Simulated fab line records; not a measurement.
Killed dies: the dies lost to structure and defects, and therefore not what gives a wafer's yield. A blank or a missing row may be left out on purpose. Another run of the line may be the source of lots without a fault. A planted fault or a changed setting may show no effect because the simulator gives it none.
Chamber matching / flow gf180mcu / pecvd-03 running GF_V3_CVD_02: 3 sister chambers
The step deposits SiO2 from TEOS, target thk 850 nm, time 94.851 s. 20 wafers are shown with their chamber, then 10 later ones without.

== WAFERS WITH THEIR CHAMBER ==
wafer=L076.1; chamber=2; rf_fwd_power_W (W)=597.9; heater_power_w (W)=592
wafer=L076.4; chamber=1; rf_fwd_power_W (W)=597.1; heater_power_w (W)=596
wafer=L076.5; chamber=0; rf_fwd_power_W (W)=598.4; heater_power_w (W)=685
wafer=L077.1; chamber=2; rf_fwd_power_W (W)=597.8; heater_power_w (W)=644
wafer=L077.3; chamber=1; rf_fwd_power_W (W)=593.9; heater_power_w (W)=649
wafer=L077.6; chamber=1; rf_fwd_power_W (W)=597.1; heater_power_w (W)=702
wafer=L079.3; chamber=1; rf_fwd_power_W (W)=594.3; heater_power_w (W)=744
wafer=L079.5; chamber=2; rf_fwd_power_W (W)=594.6; heater_power_w (W)=608
wafer=L079.6; chamber=1; rf_fwd_power_W (W)=594.9; heater_power_w (W)=584
wafer=L080.2; chamber=2; rf_fwd_power_W (W)=597.4; heater_power_w (W)=641
wafer=L080.3; chamber=1; rf_fwd_power_W (W)=594.5; heater_power_w (W)=729
wafer=L080.5; chamber=2; rf_fwd_power_W (W)=596.7; heater_power_w (W)=645
wafer=L082.1; chamber=2; rf_fwd_power_W (W)=597.5; heater_power_w (W)=655
wafer=L082.5; chamber=0; rf_fwd_power_W (W)=596.8; heater_power_w (W)=528
wafer=L082.6; chamber=2; rf_fwd_power_W (W)=594.6; heater_power_w (W)=679
wafer=L085.1; chamber=2; rf_fwd_power_W (W)=593.1; heater_power_w (W)=524
wafer=L085.3; chamber=0; rf_fwd_power_W (W)=599.1; heater_power_w (W)=638
wafer=L085.5; chamber=1; rf_fwd_power_W (W)=594.8; heater_power_w (W)=584
wafer=L090.1; chamber=0; rf_fwd_power_W (W)=597.9; heater_power_w (W)=677
wafer=L090.2; chamber=1; rf_fwd_power_W (W)=594.0; heater_power_w (W)=605

SIGNATURES (averages over the wafers above)
reading=rf_fwd_power_W; chamber 0=598.050; chamber 1=595.075; chamber 2=596.200; scatter within a chamber=1.5
reading=heater_power_w; chamber 0=632.00; chamber 1=649.12; chamber 2=623.50; scatter within a chamber=61.1
Rule: a wafer's distance from a chamber is the root of the sum, over the readings, of the square of ((its reading less the chamber's mean) divided by the reading's scatter). If the next closest chamber is less than 2 further off than the closest, the wafer can't be placed; otherwise it belongs to the closest. The scatter: the root of (the sum of the squares of (reading less its chamber's mean) over the shown wafers, divided by (wafers less chambers)).

== WAFERS WITHOUT THEIR CHAMBER ==
wafer=L090.6; rf_fwd_power_W (W)=595.2; heater_power_w (W)=657
wafer=L091.2; rf_fwd_power_W (W)=596.9; heater_power_w (W)=650
wafer=L091.4; rf_fwd_power_W (W)=595.0; heater_power_w (W)=656
wafer=L091.6; rf_fwd_power_W (W)=595.5; heater_power_w (W)=671
wafer=L092.2; rf_fwd_power_W (W)=590.9; heater_power_w (W)=694
wafer=L092.5; rf_fwd_power_W (W)=594.7; heater_power_w (W)=661
wafer=L092.6; rf_fwd_power_W (W)=596.0; heater_power_w (W)=648
wafer=L093.1; rf_fwd_power_W (W)=597.5; heater_power_w (W)=596
wafer=L093.2; rf_fwd_power_W (W)=598.9; heater_power_w (W)=697
wafer=L093.5; rf_fwd_power_W (W)=594.9; heater_power_w (W)=708

== WHICH CHAMBER EACH WENT THROUGH ==
wafer=L090.6; from the rows above=can't be placed: 1 or 2 or 0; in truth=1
wafer=L091.2; from the rows above=can't be placed: 2 or 0 or 1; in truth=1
wafer=L091.4; from the rows above=can't be placed: 1 or 2 or 0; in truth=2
wafer=L091.6; from the rows above=can't be placed: 1 or 2 or 0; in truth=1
wafer=L092.2; from the rows above=can't be placed: 1 or 2 or 0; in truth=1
wafer=L092.5; from the rows above=can't be placed: 1 or 2 or 0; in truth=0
wafer=L092.6; from the rows above=can't be placed: 2 or 1 or 0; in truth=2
wafer=L093.1; from the rows above=can't be placed: 0 or 2 or 1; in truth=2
wafer=L093.2; from the rows above=can't be placed: 0 or 2 or 1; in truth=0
wafer=L093.5; from the rows above=can't be placed: 1 or 2 or 0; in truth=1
Correct placement for 0 of the 10. From these rows, 10 cannot be placed; in 10 the true chamber is one of the candidates. Placed wrongly: 0.
